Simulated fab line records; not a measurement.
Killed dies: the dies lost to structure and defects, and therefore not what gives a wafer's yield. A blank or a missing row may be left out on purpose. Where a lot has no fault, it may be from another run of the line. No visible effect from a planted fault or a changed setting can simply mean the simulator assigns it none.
What tool caused it? | flow sky130 | 10 lots, 30 wafers sampled, at 6 steps of a route of 708

## WHAT THE GAUGES READ, wafer by wafer
SKY_SPACER_THK_MEAS_01.
lot  | measured     | on            | SPACER_CVD_00_THK (nm)
L734 | day 22 16:32 | film_metro-03 | 43.3 42.6 43.0
L738 | day 24 10:37 | film_metro-02 | 47.5 47.4 47.6
L748 | day 28 01:49 | film_metro-04 | 43.3 42.9 42.9
L749 | day 28 11:01 | film_metro-03 | 43.4 43.6 43.4
L750 | day 28 20:44 | film_metro-03 | 43.4 43.4 43.1
L752 | day 28 23:50 | film_metro-02 | 43.9 43.3 43.7
L751 | day 29 05:31 | film_metro-03 | 42.3 42.4 42.2
L753 | day 29 16:38 | film_metro-04 | 42.9 43.1 43.0
L754 | day 29 20:10 | film_metro-04 | 42.8 42.7 42.8
L755 | day 30 03:08 | film_metro-02 | 43.1 42.8 43.0

SKY_SD_N_CD_MEAS_07: target cd 380 nm.
lot  | measured     | on        | cd_nm (nm)
L734 | day 27 14:34 | cd_sem-02 | 376.3 379.2 379.2
L738 | day 29 06:07 | cd_sem-02 | 381.3 380.1 380.6
L748 | day 32 16:34 | cd_sem-02 | 379.3 380.0 380.1
L749 | day 33 00:38 | cd_sem-02 | 380.7 380.5 381.7
L750 | day 33 08:27 | cd_sem-01 | 383.1 377.9 378.2
L752 | day 33 12:25 | cd_sem-01 | 381.6 382.5 383.7
L751 | day 33 16:45 | cd_sem-01 | 378.2 377.8 378.9
L753 | day 34 02:49 | cd_sem-02 | 381.4 383.9 380.9
L754 | day 34 08:00 | cd_sem-01 | 381.0 381.1 379.0
L755 | day 34 14:28 | cd_sem-02 | 380.9 383.0 379.5

## WHICH TOOL RAN EACH LOT (tool, then ch and the chambers of the sampled wafers, then the start)
lot  | SKY_SPACER_CVD_00           | SKY_SPACER_ETCHBACK_02             | SKY_POLY_CUT_STRIP_12                | SKY_RES_XHIGH_STRIP_08
L734 | lpcvd-02 ch 1, day 22 15:18 | rie_diel-04 ch 1,2, day 22 16:34   | plasma_asher-03 ch 0,1, day 23 23:03 | plasma_asher-01 ch 0,1, day 26 10:40
L738 | lpcvd-02 ch 1, day 24 09:25 | rie_diel-03 ch 0,3, day 24 10:41   | plasma_asher-04 ch 1, day 25 16:22   | plasma_asher-02 ch 0,1, day 28 02:13
L748 | lpcvd-02 ch 1, day 28 00:01 | rie_diel-03 ch 0,1,2, day 28 01:53 | plasma_asher-02 ch 0,1, day 29 06:42 | plasma_asher-04 ch 0,1, day 31 13:54
L749 | lpcvd-02 ch 1, day 28 09:12 | rie_diel-02 ch 0,2, day 28 11:04   | plasma_asher-04 ch 0,1, day 29 15:34 | plasma_asher-04 ch 0, day 31 22:13
L750 | lpcvd-02 ch 1, day 28 19:32 | rie_diel-02 ch 0,1,3, day 28 20:48 | plasma_asher-02 ch 0,1, day 30 00:48 | plasma_asher-02 ch 0,1, day 32 06:14
L752 | lpcvd-02 ch 1, day 28 22:37 | rie_diel-02 ch 1,2,3, day 28 23:53 | plasma_asher-04 ch 0,1, day 30 03:54 | plasma_asher-02 ch 0,1, day 32 10:03
L751 | lpcvd-02 ch 1, day 29 04:19 | rie_diel-03 ch 0,2,3, day 29 05:35 | plasma_asher-04 ch 0,1, day 30 09:42 | plasma_asher-04 ch 0,1, day 32 14:30
L753 | lpcvd-02 ch 0, day 29 14:50 | rie_diel-02 ch 0,3, day 29 16:41   | plasma_asher-02 ch 0,1, day 30 19:39 | plasma_asher-01 ch 0,1, day 33 00:31
L754 | lpcvd-02 ch 1, day 29 18:58 | rie_diel-03 ch 1,2,3, day 29 20:14 | plasma_asher-03 ch 0,1, day 30 23:39 | plasma_asher-04 ch 0,1, day 33 05:17
L755 | lpcvd-02 ch 0, day 30 01:55 | rie_diel-02 ch 0,2, day 30 03:11   | plasma_asher-04 ch 0,1, day 31 07:13 | plasma_asher-04 ch 0,1, day 33 12:29
- SKY_SPACER_CVD_00: deposits Si3N4 from DCS/NH3, target thk 43.1 nm, time 740 s.
- SKY_SPACER_ETCHBACK_02: etches Si3N4 in CH3F/O2, stops on SiO2, time 46.7 s, target depth 45 nm.
- SKY_POLY_CUT_STRIP_12: strips in O2/N2.
- SKY_RES_XHIGH_STRIP_08: strips in O2/N2.

## AS READ BY THE TOOLS THEMSELVES (means over the sampled wafers that have a number; for cases with no such wafer, the mark the record gives instead)
SKY_SPACER_CVD_00.
lot  | tool     | spike_tc_centre_C (C) | spike_tc_lower_C (C) | spike_tc_top_C (C) | spike_tc_upper_C (C) | susceptor_temp_C (C)
L734 | lpcvd-02 | 770.1                 | 769.9                | 780.5              | 769.2                | 770.0
L738 | lpcvd-02 | 774.4                 | 775.4                | 784.9              | 774.1                | 775.1
L748 | lpcvd-02 | 771.1                 | 769.5                | 779.6              | 769.8                | 770.4
L749 | lpcvd-02 | 771.2                 | 769.7                | 781.1              | 767.9                | 769.7
L750 | lpcvd-02 | 769.7                 | 770.3                | 780.7              | 769.5                | 770.1
L752 | lpcvd-02 | 770.5                 | 769.1                | 779.8              | 768.6                | 770.2
L751 | lpcvd-02 | 770.2                 | 770.1                | 780.8              | 769.1                | 769.9
L753 | lpcvd-02 | 770.6                 | 770.0                | 784.1              | 769.5                | 770.3
L754 | lpcvd-02 | 770.0                 | 769.8                | 780.2              | 770.1                | 770.0
L755 | lpcvd-02 | 771.0                 | 769.6                | 782.9              | 769.7                | 770.6

SKY_SPACER_ETCHBACK_02.
lot  | tool        | drypump_motor_current_A (A) | oes_product_au (a.u.) | throttle_valve_pct (%)
L734 | rie_diel-04 | 5.6                         | 0.855                 | 10.551
L738 | rie_diel-03 | 5.8                         | 0.900                 | 10.570
L748 | rie_diel-03 | 5.5                         | 0.853                 | 10.563
L749 | rie_diel-02 | 6.5                         | 0.859                 | 10.561
L750 | rie_diel-02 | 6.3                         | 0.861                 | 10.562
L752 | rie_diel-02 | 6.0                         | 0.863                 | 10.559
L751 | rie_diel-03 | 5.7                         | 0.840                 | 10.562
L753 | rie_diel-02 | 6.2                         | 0.855                 | 10.563
L754 | rie_diel-03 | 5.3                         | 0.849                 | 10.558
L755 | rie_diel-02 | 6.4                         | 0.854                 | 10.560

SKY_POLY_CUT_STRIP_12.
lot  | tool            | drypump_motor_current_A (A) | oes_product_au (a.u.) | strip_time_to_endpoint_s (s)
L734 | plasma_asher-03 | 5.2                         | 0.455                 | 5.365
L738 | plasma_asher-04 | 6.1                         | 0.454                 | 5.378
L748 | plasma_asher-02 | 5.9                         | 0.454                 | 5.353
L749 | plasma_asher-04 | 6.5                         | 0.452                 | 5.378
L750 | plasma_asher-02 | 5.9                         | 0.447                 | 5.340
L752 | plasma_asher-04 | 6.5                         | 0.457                 | 5.361
L751 | plasma_asher-04 | 6.3                         | 0.450                 | 5.351
L753 | plasma_asher-02 | 5.9                         | 0.456                 | 5.354
L754 | plasma_asher-03 | 5.2                         | 0.455                 | 5.372
L755 | plasma_asher-04 | 6.5                         | 0.457                 | 5.362

SKY_RES_XHIGH_STRIP_08.
lot  | tool            | drypump_motor_current_A (A) | oes_product_au (a.u.) | strip_time_to_endpoint_s (s)
L734 | plasma_asher-01 | 5.1                         | 0.712                 | 14.59
L738 | plasma_asher-02 | 6.3                         | 0.711                 | 14.58
L748 | plasma_asher-04 | 6.5                         | 0.711                 | 14.48
L749 | plasma_asher-04 | 6.7                         | 0.710                 | 14.53
L750 | plasma_asher-02 | 6.3                         | 0.706                 | 14.51
L752 | plasma_asher-02 | 6.3                         | 0.711                 | 14.47
L751 | plasma_asher-04 | 6.5                         | 0.712                 | 14.53
L753 | plasma_asher-01 | 5.1                         | 0.710                 | 14.62
L754 | plasma_asher-04 | 6.3                         | 0.708                 | 14.49
L755 | plasma_asher-04 | 6.3                         | 0.710                 | 14.56

## THE ANSWER, worked out from the rows above alone
Rule: usual is defined by the lots themselves. The widest of any qualifying gaps counts: lots, ordered by their means at a reading, are off when they make up no more than a third of the lots, leave a main group of 4 or more, and stand apart from it by 3 or more times the standard deviation of that group's means. If all means in a main group match to the digits the tables above print for the reading, that group is not used. A lot without any number at a reading at which 4 lots or more have one is off too. The other lots that the step has rows for count as sound. Order of review: gauges by route order, followed by the tools' own readings, for which a lot's mean as printed above is used. At the first step where some lot is off, the reading lying furthest off is the one used; lots without a number count as furthest.
Off: L738, at SKY_SPACER_THK_MEAS_01 (SPACER_CVD_00_THK). For the main group the mean is 43.0 nm and the standard deviation 0.37.
A tool fits if, at a process step before that reading, it ran every lot that is off, and no sound lot after the first of them. The gauges at SKY_SPACER_THK_MEAS_01 aren't tried: what is off there is off at SKY_SPACER_CVD_00 too, on other tools, and a gauge's error can't cause that. No candidate that was tried fits.

## WHAT THE SIMULATOR HAD INSERTED
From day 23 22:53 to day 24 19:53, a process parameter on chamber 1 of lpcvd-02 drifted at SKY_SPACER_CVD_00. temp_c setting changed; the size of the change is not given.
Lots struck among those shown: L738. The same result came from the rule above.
